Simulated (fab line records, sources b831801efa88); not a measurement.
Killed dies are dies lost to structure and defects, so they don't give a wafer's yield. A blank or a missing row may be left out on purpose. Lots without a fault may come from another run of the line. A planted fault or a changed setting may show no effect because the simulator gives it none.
fab line records | flow sky130
record lots=13 wafers=39 last_day=50
route steps=708 shown CAP2M@604 VIA4@657 METAL5@662
lots that met no fault: from a run of the same line without faults
start_h: hours from the record's first day to the start of the lot's first wafer shown | wait_h: hours since the lot's step before | " the same as in the row above | L1.1+2: a row that stands for several wafers | - no value, or no start given | * or withheld: withheld | < > ~ a bound
route shown NAME@n: a module of which the file shows steps, and the number in the route of the first | usual: mean/standard deviation of fault-free wafers | same: alike in all rows | chamber/n: place in a boat | sites: the reading at each site | _std_site: their standard deviation | _edge_site: outer sites' mean less inner sites' | radius_mm: how far each site lies from the wafer's centre | mask NAME#n: copy n | behind: the tool/chamber that last shaped the wafer | hold: why the lot was held/for how many hours/how that ended | device: the transistor (n, p or np) that didn't switch | end of line: the same wafers' tests at the end of the route | a step without rows: its recipe alone | killed: dies lost to structure and defects at the first sort, not the wafer's yield | map: a wafer's dies, x killed, . not, _ none there
set.NAME: the setting as run; set.NAME@STEP: as run at that earlier step | model.NAME: the simulator's own value behind a step, which no gauge read
steps of the route over a sample of lots; a table a step, a row a wafer
services: from which hour (start_h, from the record's first day; less than 0 if before it) a tool's chamber was out of use, for how many hours, and why
## steps
# step SKY_CAP2M_THK_MEAS_01
# recipe reads=SiO2_of_CAP2M_CVD_00
# usual CAP2M_CVD_00_THK=15.49/0.27
# columns lot.wafer tool chamber start_h wait_h CAP2M_CVD_00_THK[nm]
L550.1 film_metro-02 - 924.87 - 15.31
L550.3 " - " " 15.38
L550.6 " - " " 15.47
L553.2 film_metro-02 - 951.29 - 15.11
L553.4 " - " " 15.45
L553.6 " - " " 15.39
L556.2 film_metro-04 - 976.17 - 15.81
L556.5 " - " " 16.10
L556.6 " - " " 15.71
L558.1 film_metro-01 - 986.21 - 15.07
L558.2 " - " " 15.48
L558.3 " - " " 15.58
L559.1 film_metro-02 - 994.81 - 15.52
L559.2 " - " " 15.15
L559.6 " - " " 15.24
L560.1 film_metro-02 - 1001.06 - 15.32
L560.2 " - " " 15.60
L560.3 " - " " 15.77
L561.2 film_metro-04 - 1003.35 - 15.50
L561.3 " - " " 15.39
L561.6 " - " " 15.37
L567.2 film_metro-01 - 1059.88 - 15.67
L567.3 " - " " 15.42
L567.5 " - " " 15.72
L569.2 film_metro-01 - 1066.52 - 15.43
L569.5 " - " " 15.97
L569.6 " - " " 15.37
L570.1 film_metro-04 - 1067.11 - 15.55
L570.4 " - " " 15.82
L570.5 " - " " 15.83
L571.2 film_metro-01 - 1073.38 - 15.21
L571.4 " - " " 16.10
L571.5 " - " " 15.62
L573.1 film_metro-01 - 1078.66 - 15.24
L573.3 " - " " 15.08
L573.6 " - " " 15.43
L572.1 film_metro-02 - 1081.18 - 15.18
L572.5 " - " " 15.77
L572.6 " - " " 15.06
# step SKY_VIA4_CVD_18
# recipe material=W target_thk_nm=505 time_s=152.14 temp_c=400 pressure_torr=40
# usual heater_power_w=843/56
# columns lot.wafer tool chamber start_h wait_h heater_power_w
L550.1 cvd_w-02 0 999.47 0.0 742
L550.3 " 0 " " 757
L550.6 " 0 " " 749
L553.2 cvd_w-02 0 1023.83 0.0 766
L553.4 " 0 " " 744
L553.6 " 1 " " 864
L556.2 cvd_w-01 1 1047.78 0.0 895
L556.5 " 1 " " 901
L556.6 " 0 " " 887
L558.1 cvd_w-02 1 1056.40 0.0 856
L558.2 " 0 " " 759
L558.3 " 1 " " 836
L559.1 cvd_w-01 0 1064.20 0.0 860
L559.2 " 1 " " 894
L559.6 " 0 " " 859
L560.1 cvd_w-02 0 1070.63 0.0 762
L560.2 " 1 " " 871
L560.3 " 0 " " 766
L561.2 cvd_w-02 0 1072.39 0.0 752
L561.3 " 1 " " 828
L561.6 " 1 " " 839
L567.2 cvd_w-01 1 1124.21 0.0 883
L567.3 " 1 " " 894
L567.5 " 1 " " 901
L569.2 cvd_w-02 0 1129.01 0.0 757
L569.5 " 0 " " 782
L569.6 " 1 " " 839
L570.1 cvd_w-02 0 1130.15 0.0 774
L570.4 " 0 " " 741
L570.5 " 1 " " 853
L571.2 cvd_w-02 1 1136.85 0.0 853
L571.4 " 0 " " 760
L571.5 " 1 " " 859
L573.1 cvd_w-01 0 1141.33 0.0 874
L573.3 " 1 " " 897
L573.6 " 0 " " 897
L572.1 cvd_w-01 1 1142.71 0.0 923
L572.5 " 0 " " 854
L572.6 " 1 " " 909
# step SKY_METAL5_SPUTTER_01
# recipe material=TiN target_thk_nm=20 power_w=6500 time_s=16.7 chamber_pressure_pa=0.4
# usual throttle_valve_pct=30.4/1.2
# columns lot.wafer tool chamber start_h wait_h throttle_valve_pct
L550.1 pvd_sputter-03 - 1000.13 0.0 28.6
L550.3 " - " " 31.7
L550.6 " - " " 32.0
L553.2 pvd_sputter-01 - 1024.49 0.0 29.5
L553.4 " - " " 29.8
L553.6 " - " " 29.6
L556.2 pvd_sputter-03 - 1048.44 0.0 31.5
L556.5 " - " " 31.7
L556.6 " - " " 28.7
L558.1 pvd_sputter-03 - 1057.06 0.0 28.9
L558.2 " - " " 30.6
L558.3 " - " " 31.6
L559.1 pvd_sputter-01 - 1064.85 0.0 30.9
L559.2 " - " " 29.5
L559.6 " - " " 31.3
L560.1 pvd_sputter-03 - 1071.28 0.0 30.7
L560.2 " - " " 29.1
L560.3 " - " " 28.5
L561.2 pvd_sputter-01 - 1073.04 0.0 29.5
L561.3 " - " " 31.1
L561.6 " - " " 29.8
L567.2 pvd_sputter-02 - 1124.87 0.0 30.9
L567.3 " - " " 30.1
L567.5 " - " " 30.6
L569.2 pvd_sputter-02 - 1129.94 0.0 33.5
L569.5 " - " " 33.6
L569.6 " - " " 30.5
L570.1 pvd_sputter-01 - 1131.08 0.0 31.2
L570.4 " - " " 29.6
L570.5 " - " " 29.9
L571.2 pvd_sputter-01 - 1137.50 0.0 29.5
L571.4 " - " " 31.4
L571.5 " - " " 29.5
L573.1 pvd_sputter-03 - 1142.15 0.0 28.4
L573.3 " - " " 29.5
L573.6 " - " " 28.9
L572.1 pvd_sputter-03 - 1143.37 0.0 28.3
L572.5 " - " " 30.5
L572.6 " - " " 28.3
# step SKY_METAL5_SPUTTER_02
# recipe material=AlCu target_thk_nm=1150 power_w=10600 time_s=61.2 chamber_pressure_pa=0.4
# usual throttle_valve_pct=30.4/1.2
# columns lot.wafer tool chamber start_h wait_h throttle_valve_pct
L550.1 pvd_sputter-03 - 1000.15 0.0 28.5
L550.3 " - " " 31.8
L550.6 " - " " 31.6
L553.2 pvd_sputter-01 - 1024.51 0.0 29.4
L553.4 " - " " 29.8
L553.6 " - " " 29.4
L556.2 pvd_sputter-03 - 1048.46 0.0 31.6
L556.5 " - " " 31.5
L556.6 " - " " 28.5
L558.1 pvd_sputter-03 - 1057.08 0.0 29.1
L558.2 " - " " 30.9
L558.3 " - " " 31.5
L559.1 pvd_sputter-01 - 1064.88 0.0 30.9
L559.2 " - " " 29.6
L559.6 " - " " 31.1
L560.1 pvd_sputter-03 - 1071.31 0.0 30.4
L560.2 " - " " 29.1
L560.3 " - " " 28.5
L561.2 pvd_sputter-01 - 1073.07 0.0 29.3
L561.3 " - " " 31.4
L561.6 " - " " 29.7
L567.2 pvd_sputter-02 - 1124.89 0.0 30.9
L567.3 " - " " 30.6
L567.5 " - " " 30.4
L569.2 pvd_sputter-02 - 1129.97 0.0 33.4
L569.5 " - " " 33.5
L569.6 " - " " 30.2
L570.1 pvd_sputter-01 - 1131.10 0.0 30.9
L570.4 " - " " 29.9
L570.5 " - " " 29.8
L571.2 pvd_sputter-01 - 1137.53 0.0 29.5
L571.4 " - " " 31.2
L571.5 " - " " 29.6
L573.1 pvd_sputter-03 - 1142.18 0.0 28.3
L573.3 " - " " 29.1
L573.6 " - " " 28.3
L572.1 pvd_sputter-03 - 1143.39 0.0 28.4
L572.5 " - " " 31.0
L572.6 " - " " 28.5
# step SKY_METAL5_RS_MEAS_05
# recipe thk_meas_gauge=four-point-probe reads=TiN_of_METAL5_SPUTTER_04+Ti_of_METAL5_SPUTTER_03+AlCu_of_METAL5_SPUTTER_02+TiN_of_METAL5_SPUTTER_01+Ti_of_METAL5_SPUTTER_00
# usual METAL5_ALCU_RS=0.02706/0.0003
# columns lot.wafer tool chamber start_h wait_h hold METAL5_ALCU_RS[ohm/sq]
L550.1 film_metro-04 - 1000.27 0.0 - 0.02667
L550.3 " - " " - 0.02733
L550.6 " - " " - 0.02724
L553.2 film_metro-02 - 1024.65 0.0 - 0.02759
L553.4 " - " " - 0.02726
L553.6 " - " " - 0.02759
L556.2 film_metro-02 - 1048.60 0.0 - 0.02735
L556.5 " - " " - 0.0271
L556.6 " - " " - 0.02687
L558.1 film_metro-04 - 1057.20 0.0 await_dispo/0.2h/release 0.0779
L558.2 " - " " await_dispo/0.2h/release 0.07382
L558.3 " - " " await_dispo/0.2h/release 0.07979
L558.1 film_metro-04 - 1057.49 0.3 - 0.07786
L558.2 " - " " - 0.07386
L558.3 " - " " - 0.07974
L559.1 film_metro-02 - 1065.00 0.0 - 0.02711
L559.2 " - " " - 0.02704
L559.6 " - " " - 0.02716
L560.1 film_metro-04 - 1071.42 0.0 await_dispo/0.2h/release 0.07363
L560.2 " - " " await_dispo/0.2h/release 0.07972
L560.3 " - " " await_dispo/0.2h/release 0.07564
L560.1 film_metro-04 - 1071.71 0.3 - 0.07355
L560.2 " - " " - 0.07951
L560.3 " - " " - 0.0754
L561.2 film_metro-04 - 1073.21 0.0 - 0.02683
L561.3 " - " " - 0.02707
L561.6 " - " " - 0.02686
L567.2 film_metro-03 - 1125.03 0.0 - 0.02693
L567.3 " - " " - 0.02718
L567.5 " - " " - 0.02716
L569.2 film_metro-04 - 1130.11 0.0 - 0.02654
L569.5 " - " " - 0.02672
L569.6 " - " " - 0.02713
L570.1 film_metro-03 - 1131.22 0.0 - 0.02742
L570.4 " - " " - 0.0272
L570.5 " - " " - 0.02707
L571.2 film_metro-04 - 1137.67 0.0 - 0.02663
L571.4 " - " " - 0.02729
L571.5 " - " " - 0.02665
L573.1 film_metro-04 - 1142.29 0.0 - 0.02644
L573.3 " - " " - 0.02726
L573.6 " - " " - 0.02632
L572.1 film_metro-02 - 1143.51 0.0 - 0.02678
L572.5 " - " " - 0.02705
L572.6 " - " " - 0.02679
## services
# columns tool chamber start_h hours kind
pvd_sputter-03 - 1006.96 2.2 repair
pvd_sputter-01 1 1018.72 - consumable_replace:kit
pvd_sputter-01 1 1018.72 18.0 scheduled_down
pvd_sputter-01 1 1018.72 18.0 vent_cycle
pvd_sputter-03 1 1021.12 - consumable_replace:kit
pvd_sputter-03 1 1021.12 18.0 scheduled_down
pvd_sputter-03 1 1021.12 18.0 vent_cycle
pvd_sputter-02 - 1027.40 8.6 repair
pvd_sputter-02 3 1038.41 - consumable_replace:kit
pvd_sputter-02 3 1038.41 18.0 scheduled_down
pvd_sputter-02 3 1038.41 18.0 vent_cycle
cvd_w-01 - 1083.38 0.7 repair
pvd_sputter-02 2 1127.80 - consumable_replace:kit
pvd_sputter-02 2 1127.80 18.0 scheduled_down
pvd_sputter-02 2 1127.80 18.0 vent_cycle
pvd_sputter-01 0 1131.22 - consumable_replace:kit
pvd_sputter-01 0 1131.22 18.0 scheduled_down
pvd_sputter-01 0 1131.22 18.0 vent_cycle
pvd_sputter-03 0 1138.26 - consumable_replace:kit
pvd_sputter-03 0 1138.26 18.0 scheduled_down
pvd_sputter-03 0 1138.26 18.0 vent_cycle
## key
first_sign step=SKY_METAL5_RS_MEAS_05 reading=visit direction=added
effect step=SKY_METAL5_RS_MEAS_05 reading=METAL5_ALCU_RS direction=up sigmas=99+ usual=0.02706 struck=0.07675
met_at SKY_METAL5_SPUTTER_02
struck_lots L558,L560
scrapped_behind SKY_METAL5_RS_MEAS_05 L558.1,L558.2,L558.3,L560.1,L560.2,L560.3
not_acting_at SKY_CAP2M_THK_MEAS_01,SKY_VIA4_CVD_18,SKY_METAL5_SPUTTER_01
onset_between 1048.46 1057.08
fault kind=process_parameter_drift tool=pvd_sputter-03 chamber=- onset_h=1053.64 steps=SKY_METAL5_SPUTTER_02 channel=target_thk_nm offset=-740.37 shape=step end_h=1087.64 acts_in=these_recipes_only stated=1150
